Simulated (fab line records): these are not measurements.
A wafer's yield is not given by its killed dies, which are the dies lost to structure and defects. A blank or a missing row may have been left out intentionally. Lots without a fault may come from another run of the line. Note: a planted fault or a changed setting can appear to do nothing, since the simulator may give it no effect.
Code-filled problem report in 8D (eight disciplines) form / flow sky130 / the parts of the form that need people (team, actions taken, sign-off) are left out

== 1. THE PROBLEM ==
Wafers without a fault read 14 with a standard deviation of 4.3, while killed-at-front-end at SKY_PAD_OPEN_PROBE_99 averages 59 across 2 wafers of 1 lot. That puts it +10 standard deviations away from the usual mean.
Seen first at day 48 12:55 on prober-01, wafer L834.3. The record holds 3 wafers of 1 lot with a number at this step. The rule behind "out" and "out of limits": a value lying over 4 standard deviations away from the usual mean. The other wafers with a number count as sound.

== 2. WHAT THIS IS AND IS NOT ==
question=which readings at this step; is=killed-at-front-end, killed-dies; is not=killed_at_M0_to_M3, killed_at_M4_up, killed-at-contacts, killed-at-other, killed-open, killed-short
question=which lots; is=L834; is not=-
question=which wafers of those lots; is=L834.3, L834.5; is not=L834.2
question=read on which tools; is=prober-01; is not=-
question=when; is=from day 48 12:55; is not=up to then (1 sound wafer)

== 3. THE SUSPECTS, EACH WITH WHAT RULES IT OUT ==
Counting: a tool at a process step up to the reading stays a suspect if it ran every lot that is out. Sound lots after the first of them don't rule it out here, since some wafers of a struck lot are sound.
- hdpcvd-01 at SKY_FIELD_ISO_CVD_24 (deposits SiO2, target thk 595 nm, time 99.2 s): kept. It ran the lot that is out, L834 (day 4 15:52).
- plasma-asher-01 at SKY_VIA2_STRIP_16 (strips in O2/N2): kept. It ran the lot that is out, L834 (day 39 17:41).
- pvd-sputter-03 at SKY_METAL3_SPUTTER_02 (material AlCu, target thk 735 nm, time 39.1 s): kept. It ran the lot that is out, L834 (day 39 19:07).
- pvd-sputter-03 at SKY_METAL3_SPUTTER_03 (material Ti, target thk 5 nm, time 3.3 s): kept. It ran the lot that is out, L834 (day 39 19:10).
- prober-01 at SKY_PAD_OPEN_PROBE_99: kept. It ran the lot that is out, L834 (day 48 12:52). Its own killed-at-front-end, killed-dies readings are out on those wafers.
- At SKY_FIELD_ISO_CVD_24 on hdpcvd-01, chamber 0 took the sound wafers of the same lots and chamber 2 took the wafers that are out.
- At SKY_VIA2_STRIP_16 on plasma-asher-01, chamber 1 took the sound wafers of the same lots and chamber 0 took the wafers that are out.
Left after counting: hdpcvd-01 at SKY_FIELD_ISO_CVD_24, plasma-asher-01 at SKY_VIA2_STRIP_16, pvd-sputter-03 at SKY_METAL3_SPUTTER_02, pvd-sputter-03 at SKY_METAL3_SPUTTER_03, prober-01 at SKY_PAD_OPEN_PROBE_99.

== 4. THE CAUSE (what the simulator had put in) ==
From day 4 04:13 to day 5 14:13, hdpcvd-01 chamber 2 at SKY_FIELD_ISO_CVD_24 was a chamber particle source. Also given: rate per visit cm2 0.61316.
Of the 5 suspects that counting leaves, this tool is one.

== 5. SEQUENCE OF EFFECTS, ordered by route ==
Each row: a reading whose mean over the struck wafers that have a number lies more than 3 standard deviations from the usual. Scope: only readings with a usual standard deviation given in the record; hours: median across lots of the time from each lot's start at the first step in this table that gives one to its start at this step; sigmas: change in usual standard deviations.
hours=0; step=SKY_PAD_OPEN_PROBE_99; reading=killed-at-front-end; usual=14; on struck wafers=59; change=+45; sigmas=+10
hours=0; step=SKY_PAD_OPEN_PROBE_99; reading=killed-dies; usual=84; on struck wafers=128; change=+44; sigmas=+4.7
Its process steps:
- SKY_PAD_OPEN_PROBE_99

== 6. HOW IT WOULD HAVE BEEN CAUGHT EARLIER ==
First out-of-limits reading in this record: day 48 12:55, which is 1065 hours after fault onset at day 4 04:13.
An alarm limit of 4 standard deviations would not have fired on the tool readings at SKY_FIELD_ISO_CVD_24 for which the record gives a usual standard deviation, since none of them was out on any struck wafer.
Each of the lots that are out, 1 in all, had begun SKY_FIELD_ISO_CVD_24 on hdpcvd-01 no later than day 48 12:55. None of them would have been spared by holding the tool at that moment.
